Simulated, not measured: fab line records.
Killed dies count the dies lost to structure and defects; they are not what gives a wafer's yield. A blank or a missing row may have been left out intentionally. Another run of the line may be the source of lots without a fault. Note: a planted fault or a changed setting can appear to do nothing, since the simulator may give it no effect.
Matching of chambers	flow sky130	3 sister chambers for SKY_CAP2M_CVD_00 on pecvd-03
The step deposits SiO2, target thk 15.5 nm. 3 wafers are shown with their chamber, then 10 later ones without.

## WAFERS, EACH WITH ITS CHAMBER
wafer	chamber	heaterPowerW (W)
L078.5	2	772
L090.1	1	625
L090.2	0	572

## WAFERS WHOSE CHAMBER IS MISSING
wafer	heaterPowerW (W)
L090.5	613
L093.1	560
L093.2	680
L093.4	675
L093.3	573
L093.5	692
L093.6	554
L096.3	569
L096.4	644
L096.5	581

## CHAMBER TAKEN BY EACH
wafer	from the rows above	in truth
L090.5	can't be placed: 1 or 0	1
L093.1	can't be placed: 0 or 1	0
L093.2	can't be placed: 1 or 2 or 0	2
L093.4	can't be placed: 1 or 2 or 0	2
L093.3	can't be placed: 0 or 1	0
L093.5	can't be placed: 1 or 2 or 0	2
L093.6	can't be placed: 0 or 1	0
L096.3	can't be placed: 0 or 1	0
L096.4	can't be placed: 1 or 0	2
L096.5	can't be placed: 0 or 1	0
Correct placement for 0 of the 10. From these rows, 10 cannot be placed; in 9 the true chamber is one of the candidates. Number placed wrongly: 0.
How it was worked out, from the rows above alone: a wafer's distance from a chamber is the root of the sum, over the readings, of the square of ((its reading less the chamber's mean) divided by the reading's scatter). The wafer belongs to the nearest chamber; if the next one is less than 2 further off, it can't be placed. A chamber's mean is the mean of its shown wafers. The scatter (one wafer shown for each chamber): square how far every hidden wafer sits from the nearest shown wafer, average those squares and take the square root.
